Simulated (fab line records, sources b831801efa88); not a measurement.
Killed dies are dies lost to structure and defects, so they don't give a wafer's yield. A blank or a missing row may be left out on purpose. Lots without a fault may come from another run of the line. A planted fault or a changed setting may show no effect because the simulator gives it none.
fab line records | flow sky130
record lots=14 wafers=42 last_day=50
route steps=708 shown SONOS_ONO@182 POLY_GATE@232 LDD_P@262 LDD_HVP@287 LDD_LDN@301
lots that met no fault: from a run of the same line without faults
start_h: hours from the record's first day to the start of the lot's first wafer shown | wait_h: hours since the lot's step before | " the same as in the row above | L1.1+2: a row that stands for several wafers | - no value, or no start given | * or withheld: withheld | < > ~ a bound
route shown NAME@n: a module of which the file shows steps, and the number in the route of the first | usual: mean/standard deviation of fault-free wafers | same: alike in all rows | chamber/n: place in a boat | sites: the reading at each site | _std_site: their standard deviation | _edge_site: outer sites' mean less inner sites' | radius_mm: how far each site lies from the wafer's centre | mask NAME#n: copy n | behind: the tool/chamber that last shaped the wafer | hold: why the lot was held/for how many hours/how that ended | device: the transistor (n, p or np) that didn't switch | end of line: the same wafers' tests at the end of the route | a step without rows: its recipe alone | killed: dies lost to structure and defects at the first sort, not the wafer's yield | map: a wafer's dies, x killed, . not, _ none there
set.NAME: the setting as run; set.NAME@STEP: as run at that earlier step | model.NAME: the simulator's own value behind a step, which no gauge read
steps of the route over a sample of lots; a table a step, a row a wafer
services: from which hour (start_h, from the record's first day; less than 0 if before it) a tool's chamber was out of use, for how many hours, and why
## steps
# step SKY_SONOS_ONO_OVL_MEAS_14
# usual SONOS_ONO_OVL=-0.6/1.5
# columns lot.wafer tool chamber start_h wait_h SONOS_ONO_OVL[nm]
L161.1 overlay-01 - 286.10 0.1 -1.4
L161.4 " - " " -2.2
L161.6 " - " " -1.2
L162.3 overlay-01 - 289.20 0.1 0.8
L162.5 " - " " 0.9
L162.6 " - " " -0.4
L164.1 overlay-01 - 306.00 0.1 -1.0
L164.4 " - " " -0.1
L164.6 " - " " -0.2
L166.2 overlay-01 - 315.76 0.1 -1.6
L166.3 " - " " 1.1
L166.4 " - " " -2.7
L167.1 overlay-02 - 329.55 0.1 -0.6
L167.3 " - " " -2.2
L167.5 " - " " -3.3
L168.1 overlay-02 - 339.15 0.1 2.1
L168.4 " - " " 0.7
L168.5 " - " " -0.3
L169.1 overlay-02 - 355.54 0.1 0.3
L169.5 " - " " -1.2
L169.6 " - " " 0.3
L170.1 overlay-02 - 365.79 0.1 -3.3
L170.3 " - " " -2.0
L170.6 " - " " -2.7
L174.1 overlay-01 - 389.39 0.1 2.0
L174.2 " - " " 1.5
L174.6 " - " " 2.4
L175.2 overlay-02 - 406.70 0.1 -0.6
L175.5 " - " " -0.5
L175.6 " - " " -1.5
L176.3 overlay-01 - 414.00 0.1 0.4
L176.4 " - " " -1.2
L176.6 " - " " 0.4
L180.1 overlay-02 - 443.14 0.1 1.2
L180.4 " - " " -0.4
L180.5 " - " " -0.2
L181.1 overlay-02 - 460.40 0.1 -0.8
L181.3 " - " " 1.1
L181.6 " - " " -1.8
L182.1 overlay-02 - 461.60 0.1 -2.7
L182.3 " - " " -1.7
L182.5 " - " " -1.0
# step SKY_POLY_GATE_STRIP_18
# recipe chemistry=O2/N2 power_w=1400 pressure_mtorr=1500 platen_temp_c=withheld o2_flow_sccm=3000 n2_flow_sccm=300 overash_fraction=0.5
# usual chamber_pressure_mTorr=1500.0/1.5 drypump_motor_current_A=5.7/0.65 oes_product_au=0.360/0.0049 strip_time_to_endpoint_s=3.17/0.043
# columns lot.wafer tool chamber start_h wait_h chamber_pressure_mTorr drypump_motor_current_A oes_product_au rf_hours_counter_h strip_time_to_endpoint_s
L161.1 plasma_asher-02 1 374.81 0.0 1500.0 5.3 0.366 62 3.24
L161.4 " 1 " " 1500.5 5.3 0.361 - 3.18
L161.6 " 0 " " 1497.3 6.8 0.366 - 3.14
L162.3 plasma_asher-01 0 378.64 0.1 1502.7 4.9 0.364 - 3.15
L162.5 " 0 " " 1498.5 4.9 0.360 - 3.18
L162.6 " 1 " " 1498.4 5.6 0.360 - 3.19
L164.1 plasma_asher-02 0 400.56 0.0 1500.3 6.8 0.362 65 3.17
L164.4 " 1 " " 1501.9 5.3 0.359 - 3.13
L164.6 " 1 " " 1498.5 5.3 0.361 - 3.17
L166.2 plasma_asher-02 1 405.31 0.0 1501.0 5.3 0.358 66 3.16
L166.3 " 1 " " 1500.9 5.3 0.367 - 3.26
L166.4 " 0 " " 1501.2 6.8 0.367 - 3.17
L167.1 plasma_asher-01 1 422.76 0.0 1502.9 5.6 0.364 75 3.13
L167.3 " 1 " " 1501.0 5.6 0.351 - 3.14
L167.5 " 0 " " 1501.2 4.9 0.361 - 3.15
L168.1 plasma_asher-02 1 434.61 0.0 1501.2 5.3 0.353 0 3.12
L168.4 " 1 " " 1500.5 5.3 0.365 - 3.24
L168.5 " 0 " " 1500.2 6.8 0.363 - 3.13
L169.1 plasma_asher-02 1 465.71 0.0 1501.7 5.3 0.368 3 3.17
L169.5 " 1 " " 1499.1 5.3 0.363 - 3.21
L169.6 " 0 " " 1499.7 6.7 0.362 - 3.11
L170.1 plasma_asher-02 0 467.52 0.0 1500.6 6.8 0.356 3 3.06
L170.3 " 1 " " 1500.5 5.3 0.364 - 3.14
L170.6 " 1 " " 1500.0 5.3 0.353 - 3.09
L174.1 plasma_asher-03 0 493.46 0.0 1499.3 5.0 0.356 38 3.13
L174.2 " 1 " " 1503.3 5.9 0.366 38 3.14
L174.6 " 1 " " 1499.9 5.9 0.357 - 3.14
L175.2 plasma_asher-03 1 508.84 0.0 1498.0 5.9 0.364 40 3.21
L175.5 " 0 " " 1502.6 5.0 0.363 - 3.18
L175.6 " 1 " " 1498.1 5.9 0.360 - 3.20
L176.3 plasma_asher-01 0 521.99 0.1 1499.2 4.9 0.361 - 3.19
L176.4 " 1 " " 1498.6 5.7 0.364 - 3.16
L176.6 " 1 " " 1498.3 5.7 0.366 - 3.18
L180.1 plasma_asher-01 0 542.56 0.0 1499.0 4.9 0.363 88 3.16
L180.4 " 1 " " 1500.0 5.6 0.361 - 3.17
L180.5 " 1 " " 1500.3 5.7 0.361 - 3.15
L181.1 plasma_asher-03 0 557.97 0.0 1499.2 5.0 0.364 45 3.15
L181.3 " 1 " " 1503.4 5.9 0.356 - 3.17
L181.6 " 1 " " 1502.0 5.9 0.371 - 3.18
L182.1 plasma_asher-03 1 562.31 0.0 1500.2 5.9 0.353 45 3.18
L182.3 " 1 " " 1500.0 5.9 0.364 - 3.18
L182.5 " 0 " " 1499.5 5.0 0.361 - 3.20
# step SKY_LDD_P_CD_MEAS_07
# recipe target_cd_nm=380
# usual cd_nm=379.8/2.8
# columns lot.wafer tool chamber start_h wait_h cd_nm
L161.1 cd_sem-01 - 435.18 0.1 376.9
L161.4 " - " " 378.3
L161.6 " - " " 376.8
L162.3 cd_sem-02 - 439.12 0.1 379.2
L162.5 " - " " 380.3
L162.6 " - " " 381.2
L164.1 cd_sem-01 - 467.98 0.1 378.0
L164.4 " - " " 380.1
L164.6 " - " " 377.8
L166.2 cd_sem-02 - 468.31 0.1 376.7
L166.3 " - " " 378.7
L166.4 " - " " 379.9
L167.1 cd_sem-02 - 489.73 0.1 381.2
L167.3 " - " " 382.3
L167.5 " - " " 382.0
L168.1 cd_sem-01 - 499.32 0.1 377.8
L168.4 " - " " 378.3
L168.5 " - " " 375.7
L169.1 cd_sem-02 - 530.18 0.1 379.5
L169.5 " - " " 379.8
L169.6 " - " " 379.0
L170.1 cd_sem-02 - 531.47 0.1 377.2
L170.3 " - " " 374.6
L170.6 " - " " 375.3
L174.1 cd_sem-01 - 556.23 0.1 384.5
L174.2 " - " " 384.2
L174.6 " - " " 384.5
L175.2 cd_sem-02 - 571.95 0.1 382.3
L175.5 " - " " 382.6
L175.6 " - " " 383.9
L176.3 cd_sem-02 - 584.57 0.1 375.5
L176.4 " - " " 376.8
L176.6 " - " " 376.7
L180.1 cd_sem-02 - 604.72 0.1 386.9
L180.4 " - " " 381.6
L180.5 " - " " 384.5
L181.1 cd_sem-01 - 618.82 0.1 377.9
L181.3 " - " " 377.2
L181.6 " - " " 377.8
L182.1 cd_sem-01 - 624.12 0.1 383.5
L182.3 " - " " 381.0
L182.5 " - " " 381.2
# step SKY_LDD_HVP_STRIP_09
# recipe chemistry=O2/N2 power_w=1400 pressure_mtorr=1500 platen_temp_c=withheld o2_flow_sccm=3000 n2_flow_sccm=300 overash_fraction=0.5
# usual chamber_pressure_mTorr=1499.8/1.4 drypump_motor_current_A=5.5/0.58 oes_product_au=0.408/0.0044 strip_time_to_endpoint_s=4.139/0.013
# columns lot.wafer tool chamber start_h wait_h chamber_pressure_mTorr drypump_motor_current_A oes_product_au rf_hours_counter_h strip_time_to_endpoint_s
L161.1 plasma_asher-02 0 497.21 0.1 1499.6 6.8 0.413 6 4.123
L161.4 " 1 " " 1500.0 5.3 0.410 - 4.129
L161.6 " 0 " " 1500.4 6.8 0.401 - 4.132
L162.3 plasma_asher-01 1 501.69 0.1 1500.8 5.7 0.411 - 4.161
L162.5 " 0 " " 1499.0 4.9 0.419 - 4.127
L162.6 " 1 " " 1499.3 5.6 0.410 - 4.117
L164.1 plasma_asher-01 0 529.60 0.1 1499.1 4.9 0.411 86 4.152
L164.4 " 0 " " 1500.2 4.9 0.407 - 4.151
L164.6 " 1 " " 1501.1 5.7 0.405 - 4.155
L166.2 plasma_asher-01 1 530.51 0.1 1498.9 5.6 0.407 86 4.147
L166.3 " 0 " " 1498.4 4.9 0.407 - 4.159
L166.4 " 1 " " 1500.3 5.6 0.410 - 4.158
L167.1 plasma_asher-03 0 551.77 0.1 1498.7 5.1 0.409 44 4.125
L167.3 " 1 " " 1501.1 5.9 0.414 - 4.154
L167.5 " 0 " " 1499.3 5.0 0.418 - 4.145
L168.1 plasma_asher-03 0 561.40 0.1 1498.5 5.1 0.411 45 4.153
L168.4 " 0 " " 1500.9 5.0 0.409 - 4.112
L168.5 " 0 " " 1500.7 5.1 0.410 - 4.149
L169.1 plasma_asher-01 1 590.50 0.1 1500.2 5.7 0.411 91 4.142
L169.5 " 1 " " 1498.5 5.6 0.406 - 4.151
L169.6 " 0 " " 1498.4 4.9 0.411 - 4.132
L170.1 plasma_asher-03 0 591.40 0.1 1498.4 5.0 0.409 48 4.134
L170.3 " 1 " " 1497.2 5.9 0.403 - 4.152
L170.6 " 1 " " 1497.6 5.9 0.411 - 4.165
L174.1 plasma_asher-02 1 615.30 0.1 1502.0 5.3 0.411 16 4.126
L174.2 " 0 " " 1500.4 6.8 0.403 16 4.152
L174.6 " 1 " " 1501.3 5.3 0.408 - 4.144
L175.2 plasma_asher-03 1 631.35 0.1 1503.0 5.9 0.408 53 4.137
L175.5 " 0 " " 1499.3 5.0 0.402 - 4.130
L175.6 " 1 " " 1500.1 5.9 0.409 - 4.118
L176.3 plasma_asher-01 0 643.24 0.1 1500.8 4.9 0.413 - 4.135
L176.4 " 1 " " 1498.8 5.7 0.413 - 4.132
L176.6 " 1 " " 1497.8 5.6 0.413 - 4.144
L180.1 plasma_asher-02 1 662.61 0.1 1500.0 5.3 0.409 19 4.162
L180.4 " 1 " " 1500.9 5.3 0.402 - 4.153
L180.5 " 1 " " 1501.1 5.3 0.415 - 4.152
L181.1 plasma_asher-01 0 676.35 0.1 - - - - -
L181.3 " 0 " " - - - - -
L181.6 " 1 " " - - - - -
L182.1 plasma_asher-02 1 681.40 0.1 - - - - -
L182.3 " 0 " " - - - - -
L182.5 " 0 " " - - - - -
# step SKY_LDD_LDN_STRIP_12
# recipe chemistry=O2/N2 power_w=1400 pressure_mtorr=1500 platen_temp_c=withheld o2_flow_sccm=3000 n2_flow_sccm=300 overash_fraction=0.5
# usual chamber_pressure_mTorr=1500.0/1.4 drypump_motor_current_A=5.6/0.56 oes_product_au=0.716/0.0046 strip_time_to_endpoint_s=14.18/0.045
# columns lot.wafer tool chamber start_h wait_h chamber_pressure_mTorr drypump_motor_current_A oes_product_au rf_hours_counter_h strip_time_to_endpoint_s
L161.1 plasma_asher-03 1 528.15 0.1 1499.9 5.9 0.716 42 14.21
L161.4 " 1 " " 1502.7 5.9 0.718 - 14.19
L161.6 " 1 " " 1498.2 5.9 0.717 - 14.22
L162.3 plasma_asher-03 0 532.19 0.1 1497.9 5.0 0.720 - 14.21
L162.5 " 1 " " 1496.6 5.9 0.712 - 14.21
L162.6 " 0 " " 1498.9 5.0 0.716 - 14.20
L164.1 plasma_asher-02 1 560.36 0.1 1499.9 5.3 0.715 12 14.14
L164.4 " 1 " " 1500.8 5.3 0.714 - 14.18
L164.6 " 1 " " 1498.0 5.3 0.716 - 14.19
L166.2 plasma_asher-02 0 561.30 0.1 1500.5 6.8 0.721 13 14.23
L166.3 " 0 " " 1499.2 6.8 0.713 - 14.23
L166.4 " 1 " " 1499.5 5.3 0.715 - 14.26
L167.1 plasma_asher-03 0 581.80 0.1 1501.1 5.0 0.719 47 14.14
L167.3 " 0 " " 1499.0 5.1 0.705 - 14.13
L167.5 " 0 " " 1499.1 5.0 0.712 - 14.14
L168.1 plasma_asher-02 0 591.25 0.1 1499.5 6.8 0.713 16 14.23
L168.4 " 0 " " 1501.2 6.8 0.716 - 14.20
L168.5 " 1 " " 1499.8 5.3 0.709 - 14.23
L169.1 plasma_asher-03 1 619.55 0.1 1497.4 5.9 0.718 52 14.20
L169.5 " 1 " " 1500.7 5.9 0.711 - 14.15
L169.6 " 0 " " 1498.7 5.0 0.708 - 14.18
L170.1 plasma_asher-04 0 620.61 0.1 1501.3 5.6 0.713 77 14.13
L170.3 " 0 " " 1496.3 5.7 0.715 - 14.14
L170.6 " 0 " " 1500.9 5.6 0.714 - 14.13
L174.1 plasma_asher-03 0 644.42 0.1 1503.1 5.0 0.712 54 14.20
L174.2 " 1 " " 1499.3 5.9 0.709 54 14.23
L174.6 " 1 " " 1498.8 5.9 0.716 - 14.25
L175.2 plasma_asher-03 1 660.16 0.1 1501.1 5.9 0.721 56 14.14
L175.5 " 0 " " 1497.0 5.0 0.713 - 14.17
L175.6 " 1 " " 1502.0 5.9 0.716 - 14.12
L176.3 plasma_asher-03 1 672.04 0.1 1498.9 5.9 0.717 - 14.27
L176.4 " 0 " " 1500.3 5.0 0.715 - 14.27
L176.6 " 1 " " 1500.3 5.9 0.727 - 14.23
L180.1 plasma_asher-03 0 706.68 0.3 1501.0 5.1 0.710 60 14.16
L180.4 " 0 " " 1500.8 5.0 0.716 - 14.22
L180.5 " 0 " " 1497.0 5.1 0.716 - 14.19
L181.1 plasma_asher-02 1 708.64 0.1 1500.9 5.3 0.720 24 18.72
L181.3 " 0 " " 1499.2 6.8 0.713 - 18.72
L181.6 " 0 " " 1500.7 6.8 0.711 - 18.78
L182.1 plasma_asher-04 0 709.24 0.1 1499.7 5.6 0.719 87 18.77
L182.3 " 0 " " 1502.1 5.6 0.714 - 18.79
L182.5 " 1 " " 1500.5 5.2 0.713 - 18.75
# step SKY_LDD_LDN_TW_MEAS_13
# usual LDD_LDN_TW=1469/25
# columns lot.wafer tool chamber start_h wait_h LDD_LDN_TW
L161.1 film_metro-02 - 528.25 0.1 1432
L161.4 " - " " 1420
L161.6 " - " " 1435
L162.3 film_metro-04 - 532.28 0.1 1501
L162.5 " - " " 1498
L162.6 " - " " 1503
L164.1 film_metro-02 - 560.46 0.1 1447
L164.4 " - " " 1454
L164.6 " - " " 1451
L166.2 film_metro-01 - 561.41 0.1 1460
L166.3 " - " " 1468
L166.4 " - " " 1469
L167.1 film_metro-01 - 581.90 0.1 1487
L167.3 " - " " 1482
L167.5 " - " " 1482
L168.1 film_metro-02 - 591.35 0.1 1441
L168.4 " - " " 1445
L168.5 " - " " 1442
L169.1 film_metro-04 - 619.65 0.1 1501
L169.5 " - " " 1495
L169.6 " - " " 1490
L170.1 film_metro-02 - 620.71 0.1 1433
L170.3 " - " " 1441
L170.6 " - " " 1428
L174.1 film_metro-04 - 644.52 0.1 1497
L174.2 " - " " 1504
L174.6 " - " " 1504
L175.2 film_metro-04 - 660.27 0.1 1510
L175.5 " - " " 1493
L175.6 " - " " 1505
L176.3 film_metro-02 - 672.13 0.1 1453
L176.4 " - " " 1451
L176.6 " - " " 1459
L180.1 film_metro-04 - 706.78 0.1 1493
L180.4 " - " " 1495
L180.5 " - " " 1493
L181.1 film_metro-01 - 708.74 0.1 30
L181.3 " - " " 30
L181.6 " - " " 30
L182.1 film_metro-04 - 709.39 0.1 30
L182.3 " - " " 30
L182.5 " - " " 30
## services
# columns tool chamber start_h hours kind
plasma_asher-02 - 353.17 1.4 repair
plasma_asher-02 - 421.25 9.0 pm
plasma_asher-02 0 421.25 9.0 vent_cycle
plasma_asher-02 1 421.25 9.0 vent_cycle
plasma_asher-02 0 430.25 - clean
plasma_asher-02 1 430.25 - clean
plasma_asher-03 - 444.97 2.4 repair
plasma_asher-02 - 445.38 5.6 repair
plasma_asher-03 - 470.61 2.8 pm
plasma_asher-04 - 503.49 2.8 pm
plasma_asher-02 - 523.77 1.7 repair
plasma_asher-01 - 556.40 12.4 pm
plasma_asher-02 - 581.61 2.8 pm
plasma_asher-02 - 592.81 21.6 repair
plasma_asher-02 - 636.50 14.6 pm
plasma_asher-01 - 656.32 3.0 repair
## key
first_sign step=SKY_LDD_HVP_STRIP_09 reading=tool_record direction=missing
effect step=SKY_LDD_LDN_STRIP_12 reading=strip_time_to_endpoint_s direction=up sigmas=99+ usual=* struck=*
effect step=SKY_LDD_LDN_TW_MEAS_13 reading=LDD_LDN_TW direction=down sigmas=57 usual=1469 struck=30
met_at SKY_LDD_HVP_STRIP_09
struck_lots L181,L182
sort_left_out L181.1,L181.3,L181.6,L182.1,L182.3,L182.5
tester_left_out L181,L182
not_acting_at SKY_SONOS_ONO_OVL_MEAS_14,SKY_POLY_GATE_STRIP_18,SKY_LDD_P_CD_MEAS_07
onset_between 662.61 676.35
fault kind=skipped_step_whole tool=plasma_asher-01,plasma_asher-02 chamber=- onset_h=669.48 steps=SKY_LDD_HVP_STRIP_09 scope=struck_lots_only
# tester_left_out: of these lots the tester's yield and bins aren't shown, on N5 and GAA mostly nor the transistor test; their killed dies are dies lost to structure and defects alone, not to doping, threshold or leakage, so they don't give the yield
# sort_left_out: the simulated sort isn't trusted on such a fault, so these wafers' sort isn't shown, and their yield isn't known
